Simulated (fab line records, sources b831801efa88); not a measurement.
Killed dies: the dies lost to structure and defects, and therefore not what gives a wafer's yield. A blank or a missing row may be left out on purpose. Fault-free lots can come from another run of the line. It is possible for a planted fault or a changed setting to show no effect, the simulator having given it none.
The tool behind it: which one?	flow sky130	6 lots, 18 wafers sampled, at 2 steps of a route of 708

## WHAT THE GAUGES SHOWED, per wafer
SKY_POLY_CUT_CD_MEAS_08: the cd target is 270 nm.
lot	measured	on	cdNm (nm)
L753	day 26 01:40	cdSem-02	271.0 269.8 271.8
L760	day 27 18:08	cdSem-01	269.0 269.4 270.3
L762	day 28 11:05	cdSem-01	269.1 270.0 271.2
L765	day 29 14:32	cdSem-02	270.1 269.3 271.2
L769	day 30 19:24	cdSem-02	269.6 271.3 271.4
L771	day 32 06:17	cdSem-01	267.4 268.9 268.7

## TOOL THAT RAN EACH LOT (tool first, then ch and the chambers of the sampled wafers, then the start)
lot	SKY_VT_ADJUST_LVTN_STRIP_20
L753	plasmaAsher-02 ch 0,1, day 8 20:44
L760	plasmaAsher-02 ch 0,1, day 10 10:26
L762	plasmaAsher-03 ch 0, day 11 01:55
L765	plasmaAsher-02 ch 0,1, day 11 20:13
L769	plasmaAsher-02 ch 0,1, day 13 00:05
L771	plasmaAsher-02 ch 0, day 14 10:40
- SKY_VT_ADJUST_LVTN_STRIP_20: strips in O2/N2.

## THE ANSWER, worked out from the rows above alone
Rule: usual is defined by the lots themselves. Put in order of their means at a reading, lots are off if they are a third of the lots or fewer, leave a main group of 4 or more, and stand apart from it by a gap of 3 or more times the standard deviation of the main group's means; of several such gaps the widest counts. Not used: any main group whose means are identical at the precision the tables above print for the reading. Also off: a lot with no number at a reading for which 4 or more lots have one. The other lots that the step has rows for count as sound.
None of the lots is off at any reading shown; this tells nothing.

## WHAT WAS PUT IN BY THE SIMULATOR
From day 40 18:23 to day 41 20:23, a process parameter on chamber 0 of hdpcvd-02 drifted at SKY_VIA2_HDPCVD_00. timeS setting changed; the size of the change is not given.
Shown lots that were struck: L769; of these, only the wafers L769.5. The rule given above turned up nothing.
